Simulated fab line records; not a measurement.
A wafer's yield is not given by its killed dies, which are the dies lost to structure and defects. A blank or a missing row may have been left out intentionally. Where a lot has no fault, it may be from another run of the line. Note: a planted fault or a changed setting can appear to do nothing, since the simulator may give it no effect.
Matching of chambers + flow gf180mcu + GF_STI_CVD_23 on hdpcvd-01 has 3 sister chambers
The step deposits SiO2, target thk 650 nm, time 108.3 s. 6 wafers are shown with their chamber, then 7 later ones without.

## WAFERS WITH THEIR CHAMBER
| wafer  | chamber | susceptor_temp_C (C) |
|--------|---------|----------------------|
| L539.4 | 2       | 600.0                |
| L542.4 | 0       | 600.1                |
| L543.4 | 2       | 599.7                |
| L543.6 | 1       | 600.0                |
| L554.3 | 0       | 599.8                |
| L554.4 | 1       | 600.2                |

## WAFERS WHOSE CHAMBER IS MISSING
| wafer  | susceptor_temp_C (C) |
|--------|----------------------|
| L554.5 | 600.5                |
| L555.1 | 599.5                |
| L555.3 | 599.5                |
| L555.6 | 600.0                |
| L556.1 | 600.2                |
| L556.2 | 599.8                |
| L556.3 | 599.9                |

## WHICH CHAMBER EACH WENT THROUGH
| wafer  | from the rows above          | in truth |
|--------|------------------------------|----------|
| L554.5 | can't be placed: 1 or 0 or 2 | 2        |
| L555.1 | can't be placed: 2 or 0 or 1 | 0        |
| L555.3 | can't be placed: 2 or 0 or 1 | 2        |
| L555.6 | can't be placed: 0 or 1 or 2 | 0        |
| L556.1 | can't be placed: 1 or 0 or 2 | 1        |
| L556.2 | can't be placed: 2 or 0 or 1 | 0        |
| L556.3 | can't be placed: 2 or 0 or 1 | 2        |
Placed correctly: 0 of 7. Unplaceable from these rows: 7, with the true chamber sitting among the candidates in 7. Number placed wrongly: 0.
How it was worked out, from the rows above alone: a wafer's distance from a chamber is the root of the sum, over the readings, of the square of ((its reading less the chamber's mean) divided by the reading's scatter). The wafer belongs to the nearest chamber; if the next one is less than 2 further off, it can't be placed. The mean given for a chamber averages the wafers shown for that chamber. The scatter is the square root of a quotient: the sum, over the shown wafers, of each reading's squared deviation from its chamber's mean, divided by wafers minus chambers.
